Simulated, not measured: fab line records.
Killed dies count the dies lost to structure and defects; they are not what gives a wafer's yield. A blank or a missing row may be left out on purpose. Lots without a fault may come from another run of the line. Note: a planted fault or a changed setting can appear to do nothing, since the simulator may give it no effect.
What tool caused it?	flow sky130	route of 708 steps, sampled at 1 step: 11 lots, 33 wafers

WHAT EACH GAUGE READ, for each wafer
SKY_VT_ADJUST_NCORE_CD_MEAS_07: target cd 380 nm. Usual: cd_nm at 380.5 nm, with a standard deviation of 2.
lot	measured	on	cd_nm (nm)	flag
L324	day 8 22:01	cd_sem-01	380.7 381.4 382.2	
L327	day 9 19:08	cd_sem-02	379.0 382.5 380.9	
L329	day 10 10:49	cd_sem-02	379.8 379.9 379.1	
L330	day 10 20:01	cd_sem-01	379.2 378.3 378.7	
L332	day 11 06:11	cd_sem-02	376.3 376.5 376.8	
L339	day 13 04:51	cd_sem-02	383.3 381.7 382.4	
L341	day 14 00:28	cd_sem-01	377.9 379.9 379.6	
L343	day 14 15:17	cd_sem-02	380.2 381.2 380.7	
L344	day 14 16:03	cd_sem-01	379.4 383.6 384.0	
L345	day 15 00:45	cd_sem-01	380.0 380.2 378.2	
L346	day 15 06:13	cd_sem-02	378.6 377.7 382.2	

EACH LOT AND THE TOOL THAT RAN IT (in order: tool; ch and the chambers of the sampled wafers; start)
No process step before these readings appears in the record.

AS READ BY THE TOOLS THEMSELVES (means over the sampled wafers that have a number; for cases with no such wafer, the mark the record gives instead)
The record holds no such reading with a usual standard deviation.

THE ANSWER, worked out from the rows above alone
Rule: a lot is off if the mean of its wafers that have a number lies more than 3 standard deviations from the usual mean. Also off: a lot with no number at a reading for which 4 or more lots have one. All remaining lots with rows at the step are treated as sound. First the gauges in route order, then the tools' own readings, where a lot's mean is used as printed above. At the first step where some lot is off, the reading lying furthest off is the one used; lots without a number count as furthest.
Across all readings shown, no lot is off: no conclusion can be drawn from this.

WHAT THE SIMULATOR HAD PUT IN
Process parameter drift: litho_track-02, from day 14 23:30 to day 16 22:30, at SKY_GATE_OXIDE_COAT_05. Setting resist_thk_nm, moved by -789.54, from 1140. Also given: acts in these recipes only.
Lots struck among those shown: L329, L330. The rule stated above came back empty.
